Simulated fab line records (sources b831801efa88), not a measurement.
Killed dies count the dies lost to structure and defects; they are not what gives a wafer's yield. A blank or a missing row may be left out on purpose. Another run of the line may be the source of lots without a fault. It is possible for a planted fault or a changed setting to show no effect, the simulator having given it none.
fab line records -- flow sky130
record: lots: 6, wafers: 18, last_day: 50
route steps=708 shown LDD_P@264 LDD_HVN@267 PAD_OPEN@708
lots that met no fault: taken from a fault-free run of the same line
start_h: start of the lot's first displayed wafer, in hours after the record's first day -- wait_h: hours from the lot's prior step to this one -- " unchanged from the row above -- L1.1+2: a row that stands for several wafers -- - value missing, or start not given -- * or withheld: withheld -- < > ~ a bound
route shown NAME@n: names a module that has steps shown in the file, with the first one's number in the route -- usual: average and standard deviation across the fault-free wafers -- same: alike in all rows -- chamber/n: place in a boat -- sites: per-site readings -- _std_site: how widely they spread, as a standard deviation -- _edge_site: the outer-site mean with the inner-site mean subtracted -- radius_mm: how far each site lies from the wafer's centre -- mask NAME#n: copy n -- behind: the last tool/chamber to shape the wafer -- hold: what put the lot on hold/how long, in hours/how the hold closed -- device: whichever transistor did not switch (one of n, p or np) -- end of line: tests of these same wafers at the route's end -- where a step has no rows: the recipe by itself -- killed: at the first sort, the dies lost to defects and structure; wafer yield is something else -- map: dies across one wafer; x = killed, . = not, _ = none there
set.NAME: the setting that was run; set.NAME@STEP: the one run at that earlier step -- model.NAME: the simulator's own value behind a step, which no gauge read
a table for each step, a row for each wafer; lots at some steps of the route
services: from which hour (start_h, from the record's first day; less than 0 if before it) a tool's chamber was out of use, for how many hours, and why
== steps ==
step: SKY_LDD_P_IMPLANT_09
recipe: species: BF2, energy_kev: 25, dose_cm2: 1e+13, tilt_deg: withheld
step: SKY_LDD_P_STRIP_10
recipe: chemistry: O2/N2, power_w: 1400, pressure_mtorr: 1500, platen_temp_c: withheld, o2_flow_sccm: 3000, n2_flow_sccm: 300, overash_fraction: 0.5
usual: drypump_motor_current_A: 5.7/0.51, n2_flow_sccm: 300.1/0.79, oes_product_au: 0.716/0.0048, strip_time_to_endpoint_s: 14.19/0.047
lot.wafer,tool,chamber,start_h,wait_h,drypump_motor_current_A,n2_flow_sccm,oes_product_au,rf_hours_counter_h,strip_time_to_endpoint_s
L284.1,plasma_asher-01,0,418.73,0.1,5.2,300.2,0.722,55,14.25
L284.4,plasma_asher-01,1,418.73,0.1,6.3,299.2,0.718,-,14.20
L284.6,plasma_asher-01,0,418.73,0.1,5.2,299.9,0.718,-,14.23
L285.2,plasma_asher-01,1,439.91,0.1,6.3,300.1,0.714,58,14.20
L285.3,plasma_asher-01,0,439.91,0.1,5.2,299.8,0.715,-,14.18
L285.5,plasma_asher-01,0,439.91,0.1,5.2,299.9,0.720,-,14.17
L286.4,plasma_asher-02,1,441.30,0.1,5.8,298.8,0.714,-,14.23
L286.5,plasma_asher-02,0,441.30,0.1,6.0,300.1,0.715,-,14.26
L286.6,plasma_asher-02,1,441.30,0.1,5.8,299.4,0.719,-,14.21
L287.1,plasma_asher-03,1,472.89,0.1,5.8,301.6,0.721,3,14.24
L287.2,plasma_asher-03,0,472.89,0.1,4.8,300.4,0.715,3,14.24
L287.4,plasma_asher-03,1,472.89,0.1,5.8,300.1,0.714,-,14.26
L301.2,plasma_asher-02,0,583.09,0.1,6.0,300.3,0.712,89,14.17
L301.3,plasma_asher-02,1,583.09,0.1,5.8,299.5,0.726,-,14.15
L301.5,plasma_asher-02,0,583.09,0.1,6.0,300.9,0.719,-,14.18
L304.1,plasma_asher-01,1,610.14,0.1,6.3,300.1,0.724,75,14.24
L304.2,plasma_asher-01,0,610.14,0.1,5.2,301.6,0.725,75,14.21
L304.6,plasma_asher-01,0,610.14,0.1,5.2,300.6,0.711,-,14.20
step: SKY_LDD_P_TW_MEAS_11
usual: LDD_P_TW: 642/5.9
lot.wafer,tool,chamber,start_h,wait_h,LDD_P_TW
L284.1,film_metro-02,-,418.83,0.1,636
L284.4,film_metro-02,-,418.83,0.1,634
L284.6,film_metro-02,-,418.83,0.1,634
L285.2,film_metro-02,-,440.02,0.1,636
L285.3,film_metro-02,-,440.02,0.1,638
L285.5,film_metro-02,-,440.02,0.1,640
L286.4,film_metro-02,-,441.39,0.1,640
L286.5,film_metro-02,-,441.39,0.1,640
L286.6,film_metro-02,-,441.39,0.1,637
L287.1,film_metro-03,-,472.99,0.1,640
L287.2,film_metro-03,-,472.99,0.1,640
L287.4,film_metro-03,-,472.99,0.1,638
L301.2,film_metro-03,-,583.20,0.1,637
L301.3,film_metro-03,-,583.20,0.1,635
L301.5,film_metro-03,-,583.20,0.1,637
L304.1,film_metro-04,-,610.24,0.1,647
L304.2,film_metro-04,-,610.24,0.1,649
L304.6,film_metro-04,-,610.24,0.1,648
step: SKY_LDD_HVN_DEHYDRATE_00
recipe: temp_c: 200, time_s: 60
step: SKY_LDD_HVN_HMDS_01
recipe: prime_time_s: 60, prime_temp_c: 120
step: SKY_LDD_HVN_COAT_02
recipe: resist: NOVOLAK, spin_rpm: 3000, resist_thk_nm: 300
step: SKY_LDD_HVN_SOFTBAKE_03
recipe: temp_c: 90, time_s: 60, resist: NOVOLAK
step: SKY_LDD_HVN_EXPOSE_04
recipe: mask_id: HVNTM, na: 0.6, source_shape: conventional, sigma_outer: 0.6, polarization: unpolarized, target_cd_nm: 700, dose_mj: 127
step: SKY_LDD_HVN_PEB_05
recipe: temp_c: withheld, time_s: *, resist: NOVOLAK
step: SKY_LDD_HVN_DEVELOP_06
recipe: resist: NOVOLAK, developer: TMAH, develop_time_s: 60, dev_temp_c: 23
step: SKY_LDD_HVN_OVL_MEAS_07
usual: LDD_HVN_OVL: -1.1/1.3
lot.wafer,tool,chamber,start_h,wait_h,LDD_HVN_OVL[nm]
L284.1,overlay-02,-,448.06,0.1,-0.8
L284.4,overlay-02,-,448.06,0.1,-1.6
L284.6,overlay-02,-,448.06,0.1,-1.3
L285.2,overlay-01,-,470.61,0.1,0.3
L285.3,overlay-01,-,470.61,0.1,-0.9
L285.5,overlay-01,-,470.61,0.1,0.8
L286.4,overlay-02,-,473.01,0.1,-0.3
L286.5,overlay-02,-,473.01,0.1,0.2
L286.6,overlay-02,-,473.01,0.1,0.1
L287.1,overlay-02,-,503.41,0.1,-1.8
L287.2,overlay-02,-,503.41,0.1,-3.4
L287.4,overlay-02,-,503.41,0.1,-1.8
L301.2,overlay-01,-,612.28,0.1,0.3
L301.3,overlay-01,-,612.28,0.1,-2.2
L301.5,overlay-01,-,612.28,0.1,-0.9
L304.1,overlay-02,-,638.68,0.1,1.6
L304.2,overlay-02,-,638.68,0.1,-0.3
L304.6,overlay-02,-,638.68,0.1,1.2
step: SKY_LDD_HVN_IMPLANT_08
recipe: species: P, energy_kev: 60, dose_cm2: 3e+13, tilt_deg: 40
step: SKY_LDD_HVN_STRIP_09
recipe: chemistry: O2/N2, power_w: 1400, pressure_mtorr: 1500, platen_temp_c: withheld, o2_flow_sccm: 3000, n2_flow_sccm: 300, overash_fraction: 0.5
usual: drypump_motor_current_A: 5.7/0.49, n2_flow_sccm: 300.0/0.93, oes_product_au: 0.408/0.0045, strip_time_to_endpoint_s: 4.135/0.016
lot.wafer,tool,chamber,start_h,wait_h,drypump_motor_current_A,n2_flow_sccm,oes_product_au,rf_hours_counter_h,strip_time_to_endpoint_s
L284.1,plasma_asher-02,1,448.24,0.1,5.8,299.4,0.406,76,4.147
L284.4,plasma_asher-02,0,448.24,0.1,6.0,298.1,0.411,-,4.145
L284.6,plasma_asher-02,1,448.24,0.1,5.8,300.4,0.410,-,4.128
L285.2,plasma_asher-02,1,470.79,0.1,5.8,300.4,0.406,78,4.155
L285.3,plasma_asher-02,1,470.79,0.1,5.8,301.9,0.411,-,4.146
L285.5,plasma_asher-02,1,470.79,0.1,5.8,301.5,0.410,-,4.177
L286.4,plasma_asher-02,0,473.22,0.1,6.0,361.2,0.406,-,4.142
L286.5,plasma_asher-02,0,473.22,0.1,6.0,360.7,0.412,-,4.148
L286.6,plasma_asher-02,1,473.22,0.1,5.8,358.6,0.406,-,4.137
L287.1,plasma_asher-02,1,503.59,0.1,5.8,359.3,0.401,81,4.140
L287.2,plasma_asher-02,0,503.59,0.1,6.0,359.7,0.404,81,4.137
L287.4,plasma_asher-02,0,503.59,0.1,6.0,360.8,0.413,-,4.131
L301.2,plasma_asher-04,0,612.46,0.1,4.8,299.4,0.412,53,4.116
L301.3,plasma_asher-04,1,612.46,0.1,6.2,300.2,0.410,-,4.139
L301.5,plasma_asher-04,1,612.46,0.1,6.2,299.6,0.414,-,4.117
L304.1,plasma_asher-02,1,638.86,0.1,5.8,299.7,0.409,95,4.148
L304.2,plasma_asher-02,0,638.86,0.1,6.0,300.9,0.413,95,4.143
L304.6,plasma_asher-02,0,638.86,0.1,6.0,300.1,0.398,-,4.144
step: SKY_LDD_HVN_TW_MEAS_10
usual: LDD_HVN_TW: 1437/7.7
lot.wafer,tool,chamber,start_h,wait_h,LDD_HVN_TW
L284.1,film_metro-02,-,448.34,0.1,1441
L284.4,film_metro-02,-,448.34,0.1,1446
L284.6,film_metro-02,-,448.34,0.1,1437
L285.2,film_metro-03,-,470.90,0.1,1446
L285.3,film_metro-03,-,470.90,0.1,1446
L285.5,film_metro-03,-,470.90,0.1,1441
L286.4,film_metro-01,-,473.31,0.1,1432
L286.5,film_metro-01,-,473.31,0.1,1440
L286.6,film_metro-01,-,473.31,0.1,1428
L287.1,film_metro-03,-,503.69,0.1,1455
L287.2,film_metro-03,-,503.69,0.1,1450
L287.4,film_metro-03,-,503.69,0.1,1450
L301.2,film_metro-03,-,612.57,0.1,1441
L301.3,film_metro-03,-,612.57,0.1,1435
L301.5,film_metro-03,-,612.57,0.1,1448
L304.1,film_metro-01,-,638.96,0.1,1423
L304.2,film_metro-01,-,638.96,0.1,1424
L304.6,film_metro-01,-,638.96,0.1,1426
step: SKY_PAD_OPEN_PROBE_99
usual: killed_at_M0_to_M3: 44/7.5, killed_at_M4_up: 2.9/1.8, killed_at_contacts: 24/5.1, killed_at_front_end: 16/4.7, killed_at_other: 0.3/0.46, killed_dies: 87/9.9, killed_open: 47/8, killed_short: 39/6.3
same: gross_dies: 492, killed_at_back_side: 0
lot.wafer,tool,chamber,start_h,wait_h,killed_at_M0_to_M3,killed_at_M4_up,killed_at_contacts,killed_at_front_end,killed_at_other,killed_dies,killed_open,killed_short
L284.1,prober-01,-,1068.25,0.1,36,3,29,21,0,89,46,43
L284.4,prober-01,-,1068.40,0.2,40,3,19,16,0,78,48,30
L284.6,prober-01,-,1068.50,0.2,51,1,24,22,0,98,56,42
L285.2,prober-01,-,1085.05,0.1,38,4,24,18,0,84,45,39
L285.3,prober-01,-,1085.10,0.2,37,3,28,15,0,83,46,36
L285.5,prober-01,-,1085.20,0.2,41,5,27,11,0,84,49,35
L286.4,prober-01,-,1085.65,0.2,49,2,30,20,0,101,49,52
L286.5,prober-01,-,1085.70,0.2,41,5,29,16,0,91,49,42
L286.6,prober-01,-,1085.75,0.2,45,1,25,16,1,88,47,41
L287.1,prober-02,-,1102.35,0.1,52,1,22,22,0,97,60,37
L287.2,prober-02,-,1102.40,0.1,41,4,29,10,0,84,46,38
L287.4,prober-02,-,1102.50,0.2,34,5,19,12,0,70,38,32
L301.2,prober-02,-,1173.93,0.1,58,2,29,17,0,106,60,46
L301.3,prober-02,-,1173.98,0.2,41,2,28,14,1,86,37,48
L301.5,prober-02,-,1174.08,0.2,49,5,30,9,0,93,50,42
L304.1,prober-01,-,1190.65,0.1,46,1,30,21,0,98,57,41
L304.2,prober-01,-,1190.70,0.1,55,2,30,14,1,102,56,46
L304.6,prober-01,-,1190.90,0.2,62,7,28,14,0,111,65,46
killed by level:class
L284.1 CONTACT:geometric_particle:open=13 VIA1:geometric_particle:open=8 CONTACT:geometric_particle:short=7 FIELD_ISO:geometric_particle:open=5 METAL1:geometric_particle:short=5 FIELD_ISO:geometric_particle:short=4 POLY_GATE:geometric_particle:open=4 METAL2:geometric_particle:short=4
L284.4 CONTACT:geometric_particle:open=9 VIA1:geometric_particle:open=9 VIA2:geometric_particle:open=6 VIA1:geometric_particle:short=6 VIA3:geometric_particle:open=6 FIELD_ISO:geometric_particle:open=5 FIELD_ISO:geometric_particle:short=4 POLY_GATE:geometric_particle:open=4
L284.6 VIA1:geometric_particle:open=13 VIA3:geometric_particle:short=9 LI_CONTACT:geometric_particle:open=7 CONTACT:geometric_particle:open=7 VIA1:geometric_particle:short=6 FIELD_ISO:geometric_particle:open=5 SPACER:geometric_particle:open=5 VIA2:geometric_particle:open=5
L285.2 CONTACT:geometric_particle:open=7 FIELD_ISO:geometric_particle:short=7 VIA1:geometric_particle:open=7 VIA2:geometric_particle:open=7 METAL2:geometric_particle:short=6 LI_CONTACT:geometric_particle:open=5 VIA3:geometric_particle:open=5 FIELD_ISO:geometric_particle:open=4
L285.3 VIA1:geometric_particle:open=10 LI_CONTACT:geometric_particle:open=9 METAL1:geometric_particle:short=6 CONTACT:geometric_particle:open=5 VIA2:geometric_particle:open=5 FIELD_ISO:geometric_particle:short=4 POLY_GATE:geometric_particle:open=4 LI_CONTACT:geometric_particle:short=4
L285.5 LI_CONTACT:geometric_particle:open=10 VIA1:geometric_particle:open=9 CONTACT:geometric_particle:open=6 VIA2:geometric_particle:open=5 CONTACT:geometric_particle:short=5 VIA3:geometric_particle:open=5 FIELD_ISO:geometric_particle:open=4 POLY_GATE:geometric_particle:open=4
L286.4 VIA1:geometric_particle:open=13 CONTACT:geometric_particle:open=10 METAL2:geometric_particle:short=8 LI_CONTACT:geometric_particle:open=7 CONTACT:geometric_particle:short=7 VIA2:geometric_particle:open=7 POLY_GATE:geometric_particle:short=5 FIELD_ISO:geometric_particle:short=5
L286.5 VIA1:geometric_particle:open=11 CONTACT:geometric_particle:open=9 CONTACT:geometric_particle:short=8 LI_CONTACT:geometric_particle:open=6 VIA2:geometric_particle:open=5 FIELD_ISO:geometric_particle:open=4 FIELD_ISO:geometric_particle:short=4 METAL4:geometric_particle:short=4
L286.6 LI_CONTACT:geometric_particle:open=10 CONTACT:geometric_particle:open=10 METAL1:geometric_particle:short=7 METAL3:geometric_particle:short=7 FIELD_ISO:geometric_particle:short=6 VIA1:geometric_particle:open=6 VIA2:geometric_particle:open=6 VIA3:geometric_particle:open=6
L287.1 CONTACT:geometric_particle:open=12 VIA1:geometric_particle:open=12 VIA2:geometric_particle:open=11 FIELD_ISO:geometric_particle:open=8 VIA1:geometric_particle:short=8 FIELD_ISO:geometric_particle:short=5 LI_CONTACT:geometric_particle:open=4 LOCAL_INTERCONNECT:geometric_particle:short=4
L287.2 LI_CONTACT:geometric_particle:open=13 VIA1:geometric_particle:open=9 CONTACT:geometric_particle:open=7 METAL1:geometric_particle:short=6 VIA2:geometric_particle:open=6 FIELD_ISO:geometric_particle:short=5 LI_CONTACT:geometric_particle:short=5 METAL2:geometric_particle:short=5
L287.4 LI_CONTACT:geometric_particle:open=8 VIA2:geometric_particle:open=8 METAL1:geometric_particle:short=6 CONTACT:geometric_particle:open=5 VIA3:geometric_particle:open=5 METAL4:geometric_particle:short=5 FIELD_ISO:geometric_particle:open=3 POLY_GATE:geometric_particle:short=3
L301.2 VIA2:geometric_particle:open=14 LI_CONTACT:geometric_particle:open=10 METAL1:geometric_particle:short=8 VIA1:geometric_particle:open=7 CONTACT:geometric_particle:open=7 VIA3:geometric_particle:open=7 METAL2:geometric_particle:short=6 LOCAL_INTERCONNECT:geometric_particle:short=5
L301.3 VIA3:geometric_particle:open=9 VIA1:geometric_particle:open=8 CONTACT:geometric_particle:short=7 METAL1:geometric_particle:short=6 METAL2:geometric_particle:short=6 CONTACT:geometric_particle:open=6 FIELD_ISO:geometric_particle:short=5 LOCAL_INTERCONNECT:geometric_particle:short=5
L301.5 CONTACT:geometric_particle:open=12 VIA1:geometric_particle:open=11 LI_CONTACT:geometric_particle:open=9 METAL1:geometric_particle:short=8 METAL2:geometric_particle:short=5 VIA3:geometric_particle:short=5 CONTACT:geometric_particle:short=4 VIA2:geometric_particle:short=4
L304.1 CONTACT:geometric_particle:open=12 VIA1:geometric_particle:open=11 LI_CONTACT:geometric_particle:open=8 POLY_GATE:geometric_particle:short=7 POLY_GATE:geometric_particle:open=6 VIA3:geometric_particle:open=6 FIELD_ISO:geometric_particle:open=5 CONTACT:geometric_particle:short=5
L304.2 CONTACT:geometric_particle:open=15 VIA1:geometric_particle:open=12 LI_CONTACT:geometric_particle:open=8 METAL2:geometric_particle:short=8 METAL1:geometric_particle:short=7 VIA2:geometric_particle:open=7 POLY_GATE:geometric_particle:short=6 VIA1:geometric_particle:short=6
L304.6 CONTACT:geometric_particle:open=14 VIA1:geometric_particle:open=13 VIA3:geometric_particle:open=12 VIA1:geometric_particle:short=10 METAL1:geometric_particle:short=7 LI_CONTACT:geometric_particle:open=5 LOCAL_INTERCONNECT:geometric_particle:short=5 FIELD_ISO:geometric_particle:open=4
== services ==
tool,chamber,start_h,hours,kind
plasma_asher-01,-,399.42,15.6,pm
plasma_asher-03,-,402.37,28.1,pm
plasma_asher-02,-,416.96,1.8,repair
plasma_asher-03,-,430.47,9.0,pm
plasma_asher-03,0,430.47,9.0,vent_cycle
plasma_asher-03,1,430.47,9.0,vent_cycle
plasma_asher-02,-,431.94,6.0,repair
plasma_asher-03,0,439.47,-,clean
plasma_asher-03,1,439.47,-,clean
plasma_asher-03,-,475.91,0.8,repair
plasma_asher-02,-,586.94,1.7,repair
== key ==
first_sign: step: SKY_LDD_HVN_STRIP_09, reading: n2_flow_sccm, direction: up, sigmas: 65, usual: 300.0, struck: 360.1
effect none on later readings
met_at SKY_LDD_HVN_STRIP_09
struck_wafers L286.4,L286.5,L286.6,L287.1,L287.2,L287.4
tester_left_out L286,L287
onset_between 470.79 473.22
fault: kind: process_parameter_drift, tool: plasma_asher-02, chamber: -, onset_h: 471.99, steps: SKY_LDD_HVN_STRIP_09, channel: n2_flow_sccm, offset: 60, shape: step, end_h: 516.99, acts_in: these_recipes_only, stated: 300
tester_left_out: of these lots the tester's yield and bins aren't shown, on N5 and GAA mostly nor the transistor test; their killed dies are dies lost to structure and defects alone, not to doping, threshold or leakage, so they don't give the yield
